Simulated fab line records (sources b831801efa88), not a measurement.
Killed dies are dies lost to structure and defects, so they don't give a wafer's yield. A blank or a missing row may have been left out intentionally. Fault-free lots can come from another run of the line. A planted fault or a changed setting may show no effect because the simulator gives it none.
A struck lot beside a sound one    flow sfq line    14 out of 325 route steps
Sound: these wafers, L320.1, L320.2, L320.3. Wafers struck: L329.1, L329.2, L329.4. The cause comes at the end.
For every step that has rows: the tool of each side, followed by ch and its chambers, followed by its first start. Under that, the readings that differ: sound wafers    struck wafers    difference of the means    sigmas: that difference in standard deviations of wafers without a fault.
alike: same words and numbers on both sides, and readings whose means sit less than 2 such deviations apart. not compared: any withheld reading, any reading some wafer has no value for, any bound like >300 that may hide the same value, and any number with overlapping values for which the record gives no deviation.
The two part at a step that has a row with sigmas, a row that says differs or no value, or rows on one side only. Numbers that have no deviation but don't overlap get no sigmas and don't part them. A reading that every wafer of one side lacks parts them only if that side has two wafers or more.

first, 3 steps without rows for these wafers: SFQ_TRILAYER_I7_VIA_LITHO_EXPOSE_188 (exposes mask I7, target cd 1000 nm); SFQ_TRILAYER_I7_VIA_LITHO_PEB_190 (peb time 60 s); SFQ_TRILAYER_I7_VIA_LITHO_DEVELOP_189 (time 60 s).
SFQ_I7_OVL_MEAS_947:
  sound on overlay-01 at day 83 19:40; struck on overlay-02 at day 86 03:46
  alike: I7_OVL
SFQ_TRILAYER_I7_VIA_BARC_OPEN_VIA_ETCH_260: etches BARC in O2, target depth 125 nm, time 41.7 s.
  sound on rie diel-01 ch 1,2,3, day 83 19:42; struck on rie diel-02 ch 0,2,3, day 86 03:48
  alike: drypump motor current A, oes product au
  not compared: rf hours counter h
SFQ_TRILAYER_I7_VIA_ETCH_VIA_ETCH_190: etches SiO2 in CHF3, stops on Nb, target depth 260 nm.
  sound on rie diel-01 ch 1,2,3, day 83 19:44; struck on rie diel-02 ch 0,2,3, day 86 03:50
  alike: drypump motor current A, oes product au
SFQ_TRILAYER_I7_VIA_STRIP_STRIP_191: strips in O2.
  sound on rie metal-01 ch 0, day 83 19:51; struck on rie metal-02 ch 0,1, day 86 03:57
  alike: drypump motor current A, oes product au
  not compared: rf hours counter h
then, 5 steps without rows for these wafers: SFQ_TRILAYER_I7_VIA_STRIP_SOLV_CLEAN_192 (cleans in NMP, time 600 s); SFQ_TRILAYER_M8_LITHO_LOR_COAT_197; SFQ_TRILAYER_M8_LITHO_LOR_BAKE_198; SFQ_TRILAYER_M8_LITHO_COAT_193 (resist thk 600 nm); SFQ_TRILAYER_M8_LITHO_SOFTBAKE_199.
-- the record jumps here: 4 days lie between the struck wafers' starts before and after --
SFQ_TRILAYER_M8_LITHO_EXPOSE_194: exposes mask M8, target cd 2000 nm.
  sound on krf scanner-02 ch 0, day 83 23:43; struck on krf scanner-01, day 89 23:34
  no value came back on the struck wafers for exposure dose mJ cm2, focus offset nm (nm); on the sound wafers exposure dose mJ cm2 reads 14.406 14.385 14.401
  alike: mask
then, 1 step without rows for these wafers: SFQ_TRILAYER_M8_LITHO_PEB_196 (peb time 60 s).

WHERE THEY PART
SFQ_TRILAYER_M8_LITHO_EXPOSE_194 only, going by this record.

WHY: whatever the simulator had introduced
Step skipped in full: krf scanner-01, at SFQ_TRILAYER_M8_LITHO_EXPOSE_194, from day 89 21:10 onward. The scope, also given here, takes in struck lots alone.
